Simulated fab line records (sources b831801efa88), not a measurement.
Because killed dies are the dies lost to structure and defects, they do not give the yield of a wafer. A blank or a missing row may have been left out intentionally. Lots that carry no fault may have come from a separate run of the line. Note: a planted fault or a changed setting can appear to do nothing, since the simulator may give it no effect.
A struck lot beside a sound one || flow sky130 || 43 steps out of a route of 708
Sound: these wafers, L621.3, L621.4, L621.5. Wafers L628.3, L628.5, L628.6 were the ones struck. Last of all comes the cause.
Per side, at each step with rows, come the tool, then ch with its chambers, and then its first start. Under that, the readings that differ: sound wafers || struck wafers || difference of the means || sigmas: that difference in standard deviations of wafers without a fault.
alike: readings whose means differ by less than 2 such deviations, and words and numbers that are the same on both sides. not compared: withheld readings, readings that some wafer has no value for, bounds like >300 that may hide the same value, and numbers for which the record gives no deviation and whose values overlap.
A row with sigmas, a row that says differs or no value, or rows on one side alone: a step with any of these is where the two part. Numbers that have no deviation but don't overlap get no sigmas and don't part them. Lack of a reading on every wafer of one side parts them only where that side has two or more wafers.

first, 1 step without rows for these wafers: SKY_FIELD_ISO_DEVELOP_12 (develop time 60 s).
SKY_FIELD_ISO_CD_MEAS_13: the cd target is 150 nm.
  struck on cd sem-02, day 4 20:32; sound on cd sem-02, day 3 08:34
  alike: cd nm
SKY_FIELD_ISO_ETCH_14: etches BARC in N2/H2, stops on SiO2, time 45.9 s, target depth 60 nm.
  sound on rie diel-02 ch 0,1,2, day 3 08:38; struck on rie diel-03 ch 1,2, day 4 20:38
  alike: drypump motor current A, oes product au, throttle valve pct
  not compared: rf hours counter h
then, 1 step without rows for these wafers: SKY_FIELD_ISO_ETCH_15 (etches the open film in CHF3/O2, stops on Si, target depth 180 nm, time 72 s).
SKY_FIELD_ISO_STRIP_16: strips in O2/N2.
  sound on plasma asher-03 ch 0,1, day 3 08:46; struck on plasma asher-02 ch 0,1, day 4 20:48
  alike: drypump motor current A, oes product au, strip time to endpoint s
  not compared: rf hours counter h
SKY_FIELD_ISO_ETCH_17: etches Si in HBr/Cl2/O2, target depth 342 nm, time 97.7 s.
  sound on rie si-01 ch 0,1,2, day 3 08:50; struck on rie si-01 ch 1,2, day 4 20:52
  alike: drypump motor current A, oes product au, throttle valve pct
  not compared: rf hours counter h
then, 5 steps without rows for these wafers: SKY_FIELD_ISO_WET_ETCH_18 (etches Si3N4 in H3PO4, target depth 25 nm, time 286 s); SKY_FIELD_ISO_CLEAN_19 (cleans in SC1/SC2, time 150 s); SKY_FIELD_ISO_CLEAN_20 (cleans in dHF, time 20 s); SKY_FIELD_ISO_WET_ETCH_21 (etches SiO2 in dHF, target depth 20 nm, time 400 s); SKY_FIELD_ISO_OXIDATION_22 (stabilise 600 s, purge 300 s, target thk 10 nm).
SKY_FIELD_ISO_THK_MEAS_23:
  struck on film metro-04, day 4 23:11; sound on film metro-01, day 3 12:55
  alike: FIELD_ISO_OXIDATION_01_THK
SKY_FIELD_ISO_CVD_24: deposits SiO2, target thk 595 nm, time 99.2 s.
  sound on hdpcvd-02 ch 0,1,2, day 3 12:57; struck on hdpcvd-02 ch 0,1, day 4 23:14
SKY_FIELD_ISO_THK_MEAS_25:
  struck on film metro-03, day 4 23:19; sound on film metro-03, day 3 13:02
  alike: FIELD_ISO_CVD_24_THK
then, 7 steps without rows for these wafers: SKY_FIELD_ISO_ANNEAL_26 (time 1800 s); SKY_FIELD_ISO_CMP_27 (polishes, stops on Si3N4, t overpolish 16 s, target thk 457.8 nm); SKY_FIELD_ISO_WET_ETCH_28 (etches SiO2 in dHF, target depth 23.7 nm, time 47 s); SKY_FIELD_ISO_WET_ETCH_29 (etches Si3N4 in H3PO4, target depth 160 nm, time 1825 s); SKY_FIELD_ISO_WET_ETCH_30 (etches SiO2 in dHF, target depth 25 nm, time 50 s); SKY_NWELL_CLEAN_00 (cleans in SC1/SC2, time 150 s); SKY_NWELL_OXIDATION_01 (stabilise 600 s, purge 300 s, target thk 10 nm).
SKY_NWELL_THK_MEAS_02:
  struck on film metro-02, day 5 04:28; sound on film metro-03, day 3 21:30
{"reading": "NWELL_OXIDATION_THK (nm)", "sound": "9.79 9.76 9.77", "struck": "10.17 10.04 10.18", "difference": "+0.36", "sigmas": "+2"}
then, 8 steps without rows for these wafers: SKY_DNWELL_DEHYDRATE_00 (time 60 s); SKY_DNWELL_HMDS_01 (prime time 60 s); SKY_DNWELL_COAT_02 (resist thk 3000 nm); SKY_DNWELL_SOFTBAKE_03; SKY_DNWELL_EXPOSE_04 (exposes mask DNM, target cd 3000 nm); SKY_DNWELL_PEB_05; SKY_DNWELL_DEVELOP_06 (develop time 60 s); SKY_DNWELL_IMPLANT_07.
SKY_DNWELL_STRIP_08: strips in O2/N2.
  sound on plasma asher-01 ch 0,1, day 4 13:56; struck on plasma asher-01 ch 0,1, day 5 22:47
{"reading": "strip time to endpoint s (s)", "sound": "36.69 36.77 36.82", "struck": "36.92 37.02 36.89", "difference": "+0.18", "sigmas": "+2"}
  alike: drypump motor current A, oes product au
  not compared: rf hours counter h
SKY_DNWELL_TW_MEAS_09:
  struck on film metro-03, day 5 22:52; sound on film metro-03, day 4 14:01
  alike: DNWELL_TW
then, 7 steps without rows for these wafers: SKY_PWDE_DEHYDRATE_00 (time 60 s); SKY_PWDE_HMDS_01 (prime time 60 s); SKY_PWDE_COAT_02 (resist thk 3000 nm); SKY_PWDE_SOFTBAKE_03; SKY_PWDE_EXPOSE_04 (exposes mask PWDEM, target cd 840 nm); SKY_PWDE_PEB_05; SKY_PWDE_DEVELOP_06 (develop time 60 s).
SKY_PWDE_OVL_MEAS_07:
  struck on overlay-02, day 6 17:20; sound on overlay-02, day 5 06:44
  alike: PWDE_OVL
after that, 1 step had no rows for these wafers: SKY_PWDE_IMPLANT_08.
SKY_PWDE_STRIP_09: strips in O2/N2.
  sound on plasma asher-01 ch 0,1, day 5 06:56; struck on plasma asher-01 ch 0,1, day 6 17:32
  alike: drypump motor current A, oes product au, strip time to endpoint s
  not compared: rf hours counter h
-- the record jumps here: 42 days lie between the struck wafers' starts before and after (it left off in module PWDE and takes up again in module PAD_OPEN, whose first step shown is number 708 of the route) --
SKY_PAD_OPEN_PROBE_99:
  struck on prober-01, day 48 15:48; sound on prober-02, day 47 07:14
{"reading": "killed at front end", "sound": "11 11 19", "struck": "52 41 58", "difference": "+37", "sigmas": "+9"}
{"reading": "killed dies", "sound": "90 72 90", "struck": "123 93 120", "difference": "+28", "sigmas": "+3"}
  alike: killed_at_M0_to_M3, killed_at_M4_up, killed at contacts, killed at other, killed open, killed short

== WHERE THEY PART ==
First at SKY_NWELL_THK_MEAS_02; last, within this record, at SKY_PAD_OPEN_PROBE_99.

WHY: whatever the simulator had introduced
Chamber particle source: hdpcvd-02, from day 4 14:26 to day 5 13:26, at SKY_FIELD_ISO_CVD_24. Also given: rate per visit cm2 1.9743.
